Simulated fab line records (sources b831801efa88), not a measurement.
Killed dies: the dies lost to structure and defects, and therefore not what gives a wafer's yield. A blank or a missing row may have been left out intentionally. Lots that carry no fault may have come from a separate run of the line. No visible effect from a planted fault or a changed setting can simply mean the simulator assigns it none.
fab line records || flow sky130 || part 2 of 2: steps 29 to 40 of 40
record: {"lots": 5, "wafers": 15, "last_day": 50}
route steps=708 shown VIA2@512 METAL3@532 CAPM@537
lots that met no fault: taken from a fault-free run of the same line
start_h: hours from the record's first day to the start of the lot's first wafer shown || wait_h: hours since the lot's step before || " same as the row above || L1.1+2: a row that stands for several wafers || - no value, or no start given || * or withheld: withheld || < > ~ a bound
route shown NAME@n: a module of which the file shows steps, and the number in the route of the first || usual: mean/standard deviation taken from wafers without a fault || same: alike in all rows || chamber/n: place in a boat || sites: per-site readings || _std_site: standard deviation across them || _edge_site: the outer-site mean with the inner-site mean subtracted || radius_mm: how far each site lies from the wafer's centre || mask NAME#n: copy n || behind: the last tool/chamber to shape the wafer || hold: reason for holding the lot/hours on hold/outcome of the hold || device: whichever transistor did not switch (one of n, p or np) || end of line: the route-end tests of the same wafers || a step without rows: its recipe alone || killed: count of dies lost to structure and defects at first sort (not the wafer's yield) || map: dies across one wafer; x = killed, . = not, _ = none there
set.NAME: the setting as run; set.NAME@STEP: as run at that earlier step || model.NAME: the simulator's own value behind a step, which no gauge read
a table for each step, a row for each wafer; lots at some steps of the route
services: when a tool's chamber went out of use (start_h, in hours from the record's first day, below 0 if earlier), for how many hours, and the reason
== steps ==
step: SKY_CAPM_RS_MEAS_03
recipe: {"thk_meas_gauge": "four-point-probe", "reads": "TiN_of_CAPM_SPUTTER_02"}
usual: {"CAPM_TIN_RS": "6.89/0.11"}
{"lot.wafer": "L076.3", "tool": "film_metro-03", "chamber": "-", "start_h": 867.73, "wait_h": 0.1, "CAPM_TIN_RS[ohm/sq]": 6.80}
{"lot.wafer": "L076.4", "tool": "film_metro-03", "chamber": "-", "start_h": 867.73, "wait_h": 0.1, "CAPM_TIN_RS[ohm/sq]": 6.86}
{"lot.wafer": "L076.5", "tool": "film_metro-03", "chamber": "-", "start_h": 867.73, "wait_h": 0.1, "CAPM_TIN_RS[ohm/sq]": 6.70}
{"lot.wafer": "L089.1", "tool": "film_metro-01", "chamber": "-", "start_h": 964.11, "wait_h": 0.1, "CAPM_TIN_RS[ohm/sq]": 6.79}
{"lot.wafer": "L089.2", "tool": "film_metro-01", "chamber": "-", "start_h": 964.11, "wait_h": 0.1, "CAPM_TIN_RS[ohm/sq]": 6.72}
{"lot.wafer": "L089.3", "tool": "film_metro-01", "chamber": "-", "start_h": 964.11, "wait_h": 0.1, "CAPM_TIN_RS[ohm/sq]": 6.82}
{"lot.wafer": "L091.1", "tool": "film_metro-02", "chamber": "-", "start_h": 979.00, "wait_h": 0.1, "CAPM_TIN_RS[ohm/sq]": 6.71}
{"lot.wafer": "L091.2", "tool": "film_metro-02", "chamber": "-", "start_h": 979.00, "wait_h": 0.1, "CAPM_TIN_RS[ohm/sq]": 6.78}
{"lot.wafer": "L091.3", "tool": "film_metro-02", "chamber": "-", "start_h": 979.00, "wait_h": 0.1, "CAPM_TIN_RS[ohm/sq]": 6.88}
{"lot.wafer": "L092.2", "tool": "film_metro-01", "chamber": "-", "start_h": 982.99, "wait_h": 0.1, "CAPM_TIN_RS[ohm/sq]": 6.98}
{"lot.wafer": "L092.3", "tool": "film_metro-01", "chamber": "-", "start_h": 982.99, "wait_h": 0.1, "CAPM_TIN_RS[ohm/sq]": 7.03}
{"lot.wafer": "L092.5", "tool": "film_metro-01", "chamber": "-", "start_h": 982.99, "wait_h": 0.1, "CAPM_TIN_RS[ohm/sq]": 6.98}
{"lot.wafer": "L095.3", "tool": "film_metro-02", "chamber": "-", "start_h": 1002.64, "wait_h": 0.1, "CAPM_TIN_RS[ohm/sq]": 6.94}
{"lot.wafer": "L095.4", "tool": "film_metro-02", "chamber": "-", "start_h": 1002.64, "wait_h": 0.1, "CAPM_TIN_RS[ohm/sq]": 6.85}
{"lot.wafer": "L095.6", "tool": "film_metro-02", "chamber": "-", "start_h": 1002.64, "wait_h": 0.1, "CAPM_TIN_RS[ohm/sq]": 6.90}
step: SKY_CAPM_THK_MEAS_04
recipe: {"thk_meas_gauge": "xrf", "reads": "TiN_of_CAPM_SPUTTER_02"}
usual: {"CAPM_TIN_THK": "199/3.1"}
{"lot.wafer": "L076.3", "tool": "film_metro-03", "chamber": "-", "start_h": 867.83, "wait_h": 0.1, "CAPM_TIN_THK[nm]": 201}
{"lot.wafer": "L076.4", "tool": "film_metro-03", "chamber": "-", "start_h": 867.83, "wait_h": 0.1, "CAPM_TIN_THK[nm]": 199}
{"lot.wafer": "L076.5", "tool": "film_metro-03", "chamber": "-", "start_h": 867.83, "wait_h": 0.1, "CAPM_TIN_THK[nm]": 204}
{"lot.wafer": "L089.1", "tool": "film_metro-01", "chamber": "-", "start_h": 964.23, "wait_h": 0.1, "CAPM_TIN_THK[nm]": 202}
{"lot.wafer": "L089.2", "tool": "film_metro-01", "chamber": "-", "start_h": 964.23, "wait_h": 0.1, "CAPM_TIN_THK[nm]": 204}
{"lot.wafer": "L089.3", "tool": "film_metro-01", "chamber": "-", "start_h": 964.23, "wait_h": 0.1, "CAPM_TIN_THK[nm]": 201}
{"lot.wafer": "L091.1", "tool": "film_metro-02", "chamber": "-", "start_h": 979.12, "wait_h": 0.1, "CAPM_TIN_THK[nm]": 204}
{"lot.wafer": "L091.2", "tool": "film_metro-02", "chamber": "-", "start_h": 979.12, "wait_h": 0.1, "CAPM_TIN_THK[nm]": 201}
{"lot.wafer": "L091.3", "tool": "film_metro-02", "chamber": "-", "start_h": 979.12, "wait_h": 0.1, "CAPM_TIN_THK[nm]": 198}
{"lot.wafer": "L092.2", "tool": "film_metro-01", "chamber": "-", "start_h": 983.10, "wait_h": 0.1, "CAPM_TIN_THK[nm]": 197}
{"lot.wafer": "L092.3", "tool": "film_metro-01", "chamber": "-", "start_h": 983.10, "wait_h": 0.1, "CAPM_TIN_THK[nm]": 195}
{"lot.wafer": "L092.5", "tool": "film_metro-01", "chamber": "-", "start_h": 983.10, "wait_h": 0.1, "CAPM_TIN_THK[nm]": 196}
{"lot.wafer": "L095.3", "tool": "film_metro-02", "chamber": "-", "start_h": 1002.74, "wait_h": 0.1, "CAPM_TIN_THK[nm]": 197}
{"lot.wafer": "L095.4", "tool": "film_metro-02", "chamber": "-", "start_h": 1002.74, "wait_h": 0.1, "CAPM_TIN_THK[nm]": 199}
{"lot.wafer": "L095.6", "tool": "film_metro-02", "chamber": "-", "start_h": 1002.74, "wait_h": 0.1, "CAPM_TIN_THK[nm]": 198}
step: SKY_CAPM_DEHYDRATE_05
recipe: {"temp_c": 200, "time_s": 60}
{"lot.wafer": "L076.3+4+5", "tool": "litho_track-01", "chamber": 0, "start_h": 880.57, "wait_h": 12.7}
{"lot.wafer": "L089.1+2+3", "tool": "litho_track-03", "chamber": 0, "start_h": 975.68, "wait_h": 11.4}
{"lot.wafer": "L091.1+2+3", "tool": "litho_track-01", "chamber": 0, "start_h": 990.82, "wait_h": 11.7}
{"lot.wafer": "L092.2+3+5", "tool": "litho_track-02", "chamber": 0, "start_h": 994.76, "wait_h": 11.7}
{"lot.wafer": "L095.3+4+6", "tool": "litho_track-01", "chamber": 0, "start_h": 1014.02, "wait_h": 11.3}
step: SKY_CAPM_HMDS_06
recipe: {"prime_time_s": 60, "prime_temp_c": 120}
{"lot.wafer": "L076.3+4+5", "tool": "litho_track-01", "chamber": 0, "start_h": 880.72, "wait_h": 0.1}
{"lot.wafer": "L089.1+2+3", "tool": "litho_track-03", "chamber": 0, "start_h": 975.83, "wait_h": 0.1}
{"lot.wafer": "L091.1+2+3", "tool": "litho_track-01", "chamber": 0, "start_h": 990.97, "wait_h": 0.1}
{"lot.wafer": "L092.2+3+5", "tool": "litho_track-02", "chamber": 0, "start_h": 994.91, "wait_h": 0.1}
{"lot.wafer": "L095.3+4+6", "tool": "litho_track-01", "chamber": 0, "start_h": 1014.17, "wait_h": 0.1}
step: SKY_CAPM_COAT_07
recipe: {"resist": "NOVOLAK", "spin_rpm": 3000, "resist_thk_nm": 1140}
{"lot.wafer": "L076.3+4+5", "tool": "litho_track-01", "chamber": 0, "start_h": 880.87, "wait_h": 0.1}
{"lot.wafer": "L089.1+2+3", "tool": "litho_track-03", "chamber": 0, "start_h": 975.98, "wait_h": 0.1}
{"lot.wafer": "L091.1+2+3", "tool": "litho_track-01", "chamber": 0, "start_h": 991.12, "wait_h": 0.1}
{"lot.wafer": "L092.2+3+5", "tool": "litho_track-02", "chamber": 0, "start_h": 995.06, "wait_h": 0.1}
{"lot.wafer": "L095.3+4+6", "tool": "litho_track-01", "chamber": 0, "start_h": 1014.32, "wait_h": 0.1}
step: SKY_CAPM_SOFTBAKE_08
recipe: {"temp_c": 90, "time_s": 60, "resist": "NOVOLAK"}
{"lot.wafer": "L076.3+4+5", "tool": "litho_track-01", "chamber": 0, "start_h": 881.02, "wait_h": 0.1}
{"lot.wafer": "L089.1+2+3", "tool": "litho_track-03", "chamber": 0, "start_h": 976.13, "wait_h": 0.1}
{"lot.wafer": "L091.1+2+3", "tool": "litho_track-01", "chamber": 0, "start_h": 991.27, "wait_h": 0.1}
{"lot.wafer": "L092.2+3+5", "tool": "litho_track-02", "chamber": 0, "start_h": 995.21, "wait_h": 0.1}
{"lot.wafer": "L095.3+4+6", "tool": "litho_track-01", "chamber": 0, "start_h": 1014.47, "wait_h": 0.1}
step: SKY_CAPM_EXPOSE_09
recipe: {"mask_id": "CAPM", "na": 0.6, "source_shape": "conventional", "sigma_outer": 0.6, "polarization": "unpolarized", "target_cd_nm": 1000, "dose_mj": 159}
{"lot.wafer": "L076.3+4+5", "tool": "iline_stepper-02", "chamber": 0, "start_h": "-", "wait_h": "-", "mask": "CAPM#0"}
{"lot.wafer": "L089.1+2+3", "tool": "iline_stepper-01", "chamber": 0, "start_h": "-", "wait_h": "-", "mask": "CAPM#0"}
{"lot.wafer": "L091.1+2+3", "tool": "iline_stepper-01", "chamber": 0, "start_h": "-", "wait_h": "-", "mask": "CAPM#0"}
{"lot.wafer": "L092.2+3+5", "tool": "iline_stepper-02", "chamber": 0, "start_h": "-", "wait_h": "-", "mask": "CAPM#0"}
{"lot.wafer": "L095.3+4+6", "tool": "iline_stepper-01", "chamber": 0, "start_h": "-", "wait_h": "-", "mask": "CAPM#0"}
step: SKY_CAPM_PEB_10
recipe: {"temp_c": "withheld", "time_s": "*", "resist": "NOVOLAK"}
{"lot.wafer": "L076.3+4+5", "tool": "litho_track-03", "chamber": 0, "start_h": "-", "wait_h": "-"}
{"lot.wafer": "L089.1+2+3", "tool": "litho_track-03", "chamber": 0, "start_h": "-", "wait_h": "-"}
{"lot.wafer": "L091.1+2+3", "tool": "litho_track-01", "chamber": 0, "start_h": "-", "wait_h": "-"}
{"lot.wafer": "L092.2+3+5", "tool": "litho_track-02", "chamber": 0, "start_h": "-", "wait_h": "-"}
{"lot.wafer": "L095.3+4+6", "tool": "litho_track-03", "chamber": 0, "start_h": "-", "wait_h": "-"}
step: SKY_CAPM_DEVELOP_11
recipe: {"resist": "NOVOLAK", "developer": "TMAH", "develop_time_s": 60, "dev_temp_c": 23}
usual: {"developer_temp_C": "22.99/0.089"}
{"lot.wafer": "L076.3", "tool": "litho_track-03", "chamber": 0, "start_h": 893.37, "wait_h": 0.1, "developer_temp_C": 23.13}
{"lot.wafer": "L076.4", "tool": "litho_track-03", "chamber": 0, "start_h": 893.37, "wait_h": 0.1, "developer_temp_C": 23.06}
{"lot.wafer": "L076.5", "tool": "litho_track-03", "chamber": 0, "start_h": 893.37, "wait_h": 0.1, "developer_temp_C": 22.88}
{"lot.wafer": "L089.1", "tool": "litho_track-03", "chamber": 0, "start_h": 988.08, "wait_h": 0.1, "developer_temp_C": 23.07}
{"lot.wafer": "L089.2", "tool": "litho_track-03", "chamber": 0, "start_h": 988.08, "wait_h": 0.1, "developer_temp_C": 22.97}
{"lot.wafer": "L089.3", "tool": "litho_track-03", "chamber": 0, "start_h": 988.08, "wait_h": 0.1, "developer_temp_C": 22.98}
{"lot.wafer": "L091.1", "tool": "litho_track-01", "chamber": 0, "start_h": 1002.37, "wait_h": 0.1, "developer_temp_C": 22.98}
{"lot.wafer": "L091.2", "tool": "litho_track-01", "chamber": 0, "start_h": 1002.37, "wait_h": 0.1, "developer_temp_C": 22.93}
{"lot.wafer": "L091.3", "tool": "litho_track-01", "chamber": 0, "start_h": 1002.37, "wait_h": 0.1, "developer_temp_C": 23.01}
{"lot.wafer": "L092.2", "tool": "litho_track-02", "chamber": 0, "start_h": 1006.06, "wait_h": 0.1, "developer_temp_C": 23.10}
{"lot.wafer": "L092.3", "tool": "litho_track-02", "chamber": 0, "start_h": 1006.06, "wait_h": 0.1, "developer_temp_C": 23.11}
{"lot.wafer": "L092.5", "tool": "litho_track-02", "chamber": 0, "start_h": 1006.06, "wait_h": 0.1, "developer_temp_C": 23.00}
{"lot.wafer": "L095.3", "tool": "litho_track-03", "chamber": 0, "start_h": 1025.13, "wait_h": 0.1, "developer_temp_C": 23.06}
{"lot.wafer": "L095.4", "tool": "litho_track-03", "chamber": 0, "start_h": 1025.13, "wait_h": 0.1, "developer_temp_C": 23.03}
{"lot.wafer": "L095.6", "tool": "litho_track-03", "chamber": 0, "start_h": 1025.13, "wait_h": 0.1, "developer_temp_C": 22.89}
step: SKY_CAPM_OVL_MEAS_12
usual: {"CAPM_OVL": "0.0/1.2"}
{"lot.wafer": "L076.3", "tool": "overlay-02", "chamber": "-", "start_h": 893.49, "wait_h": 0.1, "CAPM_OVL[nm]": -1.8}
{"lot.wafer": "L076.4", "tool": "overlay-02", "chamber": "-", "start_h": 893.49, "wait_h": 0.1, "CAPM_OVL[nm]": 2.4}
{"lot.wafer": "L076.5", "tool": "overlay-02", "chamber": "-", "start_h": 893.49, "wait_h": 0.1, "CAPM_OVL[nm]": 0.8}
{"lot.wafer": "L089.1", "tool": "overlay-02", "chamber": "-", "start_h": 988.23, "wait_h": 0.1, "CAPM_OVL[nm]": -1.4}
{"lot.wafer": "L089.2", "tool": "overlay-02", "chamber": "-", "start_h": 988.23, "wait_h": 0.1, "CAPM_OVL[nm]": -0.3}
{"lot.wafer": "L089.3", "tool": "overlay-02", "chamber": "-", "start_h": 988.23, "wait_h": 0.1, "CAPM_OVL[nm]": -1.3}
{"lot.wafer": "L091.1", "tool": "overlay-02", "chamber": "-", "start_h": 1002.52, "wait_h": 0.1, "CAPM_OVL[nm]": 0.4}
{"lot.wafer": "L091.2", "tool": "overlay-02", "chamber": "-", "start_h": 1002.52, "wait_h": 0.1, "CAPM_OVL[nm]": -0.2}
{"lot.wafer": "L091.3", "tool": "overlay-02", "chamber": "-", "start_h": 1002.52, "wait_h": 0.1, "CAPM_OVL[nm]": 1.1}
{"lot.wafer": "L092.2", "tool": "overlay-02", "chamber": "-", "start_h": 1006.19, "wait_h": 0.1, "CAPM_OVL[nm]": 0.2}
{"lot.wafer": "L092.3", "tool": "overlay-02", "chamber": "-", "start_h": 1006.19, "wait_h": 0.1, "CAPM_OVL[nm]": -0.4}
{"lot.wafer": "L092.5", "tool": "overlay-02", "chamber": "-", "start_h": 1006.19, "wait_h": 0.1, "CAPM_OVL[nm]": 1.0}
{"lot.wafer": "L095.3", "tool": "overlay-02", "chamber": "-", "start_h": 1025.24, "wait_h": 0.1, "CAPM_OVL[nm]": -0.5}
{"lot.wafer": "L095.4", "tool": "overlay-02", "chamber": "-", "start_h": 1025.24, "wait_h": 0.1, "CAPM_OVL[nm]": -1.1}
{"lot.wafer": "L095.6", "tool": "overlay-02", "chamber": "-", "start_h": 1025.24, "wait_h": 0.1, "CAPM_OVL[nm]": -0.4}
step: SKY_CAPM_METAL_ETCH_13
recipe: {"target_depth_nm": 220, "stop_on": "SiO2", "chemistry": "Cl2/BCl3", "target": "TiN", "pressure_mtorr": 10, "icp_w": 900, "bias_w": 48.5, "Cl2_flow_sccm": 60, "bcl3_flow_sccm": 30, "time_s": 62.9}
usual: {"drypump_motor_current_A": "5.38/0.3", "oes_product_au": "0.943/0.0098", "throttle_valve_pct": "21.901/0.01"}
{"lot.wafer": "L076.3", "tool": "rie_metal-01", "chamber": 0, "start_h": 893.54, "wait_h": 0.0, "drypump_motor_current_A": 5.87, "oes_product_au": 0.943, "rf_hours_counter_h": "-", "throttle_valve_pct": 21.891}
{"lot.wafer": "L076.4", "tool": "rie_metal-01", "chamber": 1, "start_h": 893.54, "wait_h": 0.0, "drypump_motor_current_A": 5.06, "oes_product_au": 0.957, "rf_hours_counter_h": "-", "throttle_valve_pct": 21.911}
{"lot.wafer": "L076.5", "tool": "rie_metal-01", "chamber": 0, "start_h": 893.54, "wait_h": 0.0, "drypump_motor_current_A": 5.87, "oes_product_au": 0.960, "rf_hours_counter_h": "-", "throttle_valve_pct": 21.877}
{"lot.wafer": "L089.1", "tool": "rie_metal-01", "chamber": 1, "start_h": 988.26, "wait_h": 0.0, "drypump_motor_current_A": 5.09, "oes_product_au": 0.953, "rf_hours_counter_h": 19, "throttle_valve_pct": 21.882}
{"lot.wafer": "L089.2", "tool": "rie_metal-01", "chamber": 0, "start_h": 988.26, "wait_h": 0.0, "drypump_motor_current_A": 5.85, "oes_product_au": 0.958, "rf_hours_counter_h": 11, "throttle_valve_pct": 21.899}
{"lot.wafer": "L089.3", "tool": "rie_metal-01", "chamber": 0, "start_h": 988.26, "wait_h": 0.0, "drypump_motor_current_A": 5.83, "oes_product_au": 0.946, "rf_hours_counter_h": "-", "throttle_valve_pct": 21.888}
{"lot.wafer": "L091.1", "tool": "rie_metal-03", "chamber": 1, "start_h": 1002.55, "wait_h": 0.0, "drypump_motor_current_A": 5.16, "oes_product_au": 0.962, "rf_hours_counter_h": 15, "throttle_valve_pct": 21.897}
{"lot.wafer": "L091.2", "tool": "rie_metal-03", "chamber": 0, "start_h": 1002.55, "wait_h": 0.0, "drypump_motor_current_A": 5.56, "oes_product_au": 0.954, "rf_hours_counter_h": 8, "throttle_valve_pct": 21.905}
{"lot.wafer": "L091.3", "tool": "rie_metal-03", "chamber": 1, "start_h": 1002.55, "wait_h": 0.0, "drypump_motor_current_A": 5.16, "oes_product_au": 0.952, "rf_hours_counter_h": "-", "throttle_valve_pct": 21.918}
{"lot.wafer": "L092.2", "tool": "rie_metal-04", "chamber": 1, "start_h": 1006.25, "wait_h": 0.0, "drypump_motor_current_A": 5.61, "oes_product_au": 0.924, "rf_hours_counter_h": "-", "throttle_valve_pct": 21.906}
{"lot.wafer": "L092.3", "tool": "rie_metal-04", "chamber": 1, "start_h": 1006.25, "wait_h": 0.0, "drypump_motor_current_A": 5.61, "oes_product_au": 0.930, "rf_hours_counter_h": "-", "throttle_valve_pct": 21.915}
{"lot.wafer": "L092.5", "tool": "rie_metal-04", "chamber": 1, "start_h": 1006.25, "wait_h": 0.0, "drypump_motor_current_A": 5.63, "oes_product_au": 0.931, "rf_hours_counter_h": "-", "throttle_valve_pct": 21.914}
{"lot.wafer": "L095.3", "tool": "rie_metal-04", "chamber": 1, "start_h": 1025.29, "wait_h": 0.0, "drypump_motor_current_A": 5.62, "oes_product_au": 0.942, "rf_hours_counter_h": "-", "throttle_valve_pct": 21.900}
{"lot.wafer": "L095.4", "tool": "rie_metal-04", "chamber": 0, "start_h": 1025.29, "wait_h": 0.0, "drypump_motor_current_A": 5.02, "oes_product_au": 0.946, "rf_hours_counter_h": "-", "throttle_valve_pct": 21.902}
{"lot.wafer": "L095.6", "tool": "rie_metal-04", "chamber": 1, "start_h": 1025.29, "wait_h": 0.0, "drypump_motor_current_A": 5.61, "oes_product_au": 0.948, "rf_hours_counter_h": "-", "throttle_valve_pct": 21.899}
step: SKY_CAPM_STRIP_14
recipe: {"chemistry": "O2/N2", "power_w": 1400, "pressure_mtorr": 1500, "platen_temp_c": "withheld", "o2_flow_sccm": 2851, "n2_flow_sccm": 300, "overash_fraction": 0.5}
usual: {"drypump_motor_current_A": "5.7/0.62", "o2_flow_sccm": "2851/7.9", "oes_product_au": "0.709/0.0045", "strip_time_to_endpoint_s": "12.69/0.06"}
{"lot.wafer": "L076.3", "tool": "plasma_asher-02", "chamber": 0, "start_h": 893.62, "wait_h": 0.1, "drypump_motor_current_A": 6.5, "o2_flow_sccm": 2863, "oes_product_au": 0.710, "rf_hours_counter_h": "-", "strip_time_to_endpoint_s": 12.73}
{"lot.wafer": "L076.4", "tool": "plasma_asher-02", "chamber": 1, "start_h": 893.62, "wait_h": 0.1, "drypump_motor_current_A": 5.5, "o2_flow_sccm": 2844, "oes_product_au": 0.708, "rf_hours_counter_h": "-", "strip_time_to_endpoint_s": 12.62}
{"lot.wafer": "L076.5", "tool": "plasma_asher-02", "chamber": 1, "start_h": 893.62, "wait_h": 0.1, "drypump_motor_current_A": 5.5, "o2_flow_sccm": 2849, "oes_product_au": 0.719, "rf_hours_counter_h": "-", "strip_time_to_endpoint_s": 12.73}
{"lot.wafer": "L089.1", "tool": "plasma_asher-03", "chamber": 1, "start_h": 988.34, "wait_h": 0.1, "drypump_motor_current_A": 4.9, "o2_flow_sccm": 2850, "oes_product_au": 0.708, "rf_hours_counter_h": 117, "strip_time_to_endpoint_s": 12.65}
{"lot.wafer": "L089.2", "tool": "plasma_asher-03", "chamber": 0, "start_h": 988.34, "wait_h": 0.1, "drypump_motor_current_A": 6.5, "o2_flow_sccm": 2835, "oes_product_au": 0.709, "rf_hours_counter_h": 117, "strip_time_to_endpoint_s": 12.74}
{"lot.wafer": "L089.3", "tool": "plasma_asher-03", "chamber": 0, "start_h": 988.34, "wait_h": 0.1, "drypump_motor_current_A": 6.5, "o2_flow_sccm": 2851, "oes_product_au": 0.715, "rf_hours_counter_h": "-", "strip_time_to_endpoint_s": 12.74}
{"lot.wafer": "L091.1", "tool": "plasma_asher-01", "chamber": 1, "start_h": 1002.63, "wait_h": 0.1, "drypump_motor_current_A": 5.6, "o2_flow_sccm": 2860, "oes_product_au": 0.713, "rf_hours_counter_h": 87, "strip_time_to_endpoint_s": 12.57}
{"lot.wafer": "L091.2", "tool": "plasma_asher-01", "chamber": 0, "start_h": 1002.63, "wait_h": 0.1, "drypump_motor_current_A": 4.9, "o2_flow_sccm": 2858, "oes_product_au": 0.711, "rf_hours_counter_h": 87, "strip_time_to_endpoint_s": 12.72}
{"lot.wafer": "L091.3", "tool": "plasma_asher-01", "chamber": 1, "start_h": 1002.63, "wait_h": 0.1, "drypump_motor_current_A": 5.6, "o2_flow_sccm": 2865, "oes_product_au": 0.713, "rf_hours_counter_h": "-", "strip_time_to_endpoint_s": 12.60}
{"lot.wafer": "L092.2", "tool": "plasma_asher-02", "chamber": 1, "start_h": 1006.38, "wait_h": 0.1, "drypump_motor_current_A": 5.5, "o2_flow_sccm": 2853, "oes_product_au": 0.708, "rf_hours_counter_h": 27, "strip_time_to_endpoint_s": 12.72}
{"lot.wafer": "L092.3", "tool": "plasma_asher-02", "chamber": 0, "start_h": 1006.38, "wait_h": 0.1, "drypump_motor_current_A": 6.5, "o2_flow_sccm": 2855, "oes_product_au": 0.708, "rf_hours_counter_h": "-", "strip_time_to_endpoint_s": 12.73}
{"lot.wafer": "L092.5", "tool": "plasma_asher-02", "chamber": 0, "start_h": 1006.38, "wait_h": 0.1, "drypump_motor_current_A": 6.4, "o2_flow_sccm": 2868, "oes_product_au": 0.713, "rf_hours_counter_h": "-", "strip_time_to_endpoint_s": 12.72}
{"lot.wafer": "L095.3", "tool": "plasma_asher-02", "chamber": 1, "start_h": 1025.37, "wait_h": 0.1, "drypump_motor_current_A": 5.5, "o2_flow_sccm": 2854, "oes_product_au": 0.710, "rf_hours_counter_h": "-", "strip_time_to_endpoint_s": 12.68}
{"lot.wafer": "L095.4", "tool": "plasma_asher-02", "chamber": 0, "start_h": 1025.37, "wait_h": 0.1, "drypump_motor_current_A": 6.4, "o2_flow_sccm": 2861, "oes_product_au": 0.710, "rf_hours_counter_h": "-", "strip_time_to_endpoint_s": 12.77}
{"lot.wafer": "L095.6", "tool": "plasma_asher-02", "chamber": 0, "start_h": 1025.37, "wait_h": 0.1, "drypump_motor_current_A": 6.5, "o2_flow_sccm": 2859, "oes_product_au": 0.708, "rf_hours_counter_h": "-", "strip_time_to_endpoint_s": 12.66}
== services ==
{"tool": "plasma_asher-02", "chamber": "-", "start_h": 839.02, "hours": 1.6, "kind": "repair"}
{"tool": "pvd_sputter-04", "chamber": "-", "start_h": 839.28, "hours": 0.5, "kind": "repair"}
{"tool": "pvd_sputter-01", "chamber": "-", "start_h": 847.65, "hours": 0.8, "kind": "repair"}
{"tool": "krf_scanner-02", "chamber": "-", "start_h": 854.85, "hours": 3.4, "kind": "repair"}
{"tool": "cvd_w-01", "chamber": "-", "start_h": 857.58, "hours": 0.6, "kind": "repair"}
{"tool": "rie_diel-02", "chamber": 0, "start_h": 868.93, "hours": 6.9, "kind": "repair"}
{"tool": "rie_diel-02", "chamber": 0, "start_h": 889.45, "hours": 15.2, "kind": "repair"}
{"tool": "cmp-02", "chamber": "-", "start_h": 897.51, "hours": 2.3, "kind": "repair"}
{"tool": "pvd_sputter-01", "chamber": "-", "start_h": 910.02, "hours": 2.1, "kind": "repair"}
{"tool": "rie_diel-02", "chamber": 1, "start_h": 912.12, "hours": 11.6, "kind": "repair"}
{"tool": "cmp-02", "chamber": "-", "start_h": 912.15, "hours": 4.0, "kind": "pm"}
{"tool": "cmp-02", "chamber": "-", "start_h": 913.13, "hours": 3.7, "kind": "repair"}
{"tool": "wet_bench-01", "chamber": "-", "start_h": 920.96, "hours": 1.2, "kind": "repair"}
{"tool": "cmp-02", "chamber": "-", "start_h": 921.65, "hours": 0.5, "kind": "repair"}
{"tool": "rie_diel-02", "chamber": 1, "start_h": 934.96, "hours": 5.9, "kind": "repair"}
{"tool": "cvd_w-01", "chamber": "-", "start_h": 956.31, "hours": 1.8, "kind": "repair"}
{"tool": "cmp-02", "chamber": "-", "start_h": 957.01, "hours": 2.2, "kind": "repair"}
{"tool": "wet_bench-02", "chamber": "-", "start_h": 961.18, "hours": 0.8, "kind": "repair"}
{"tool": "rie_diel-02", "chamber": 0, "start_h": 993.64, "hours": 7.5, "kind": "repair"}
{"tool": "plasma_asher-01", "chamber": "-", "start_h": 1004.00, "hours": 0.5, "kind": "repair"}
{"tool": "pvd_sputter-01", "chamber": "-", "start_h": 1006.33, "hours": 3.4, "kind": "repair"}
{"tool": "pvd_sputter-04", "chamber": "-", "start_h": 1016.30, "hours": 5.2, "kind": "repair"}
{"tool": "rie_diel-02", "chamber": 2, "start_h": 1018.36, "hours": 2.6, "kind": "repair"}
{"tool": "wet_bench-03", "chamber": "-", "start_h": 1019.07, "hours": 4.4, "kind": "pm"}
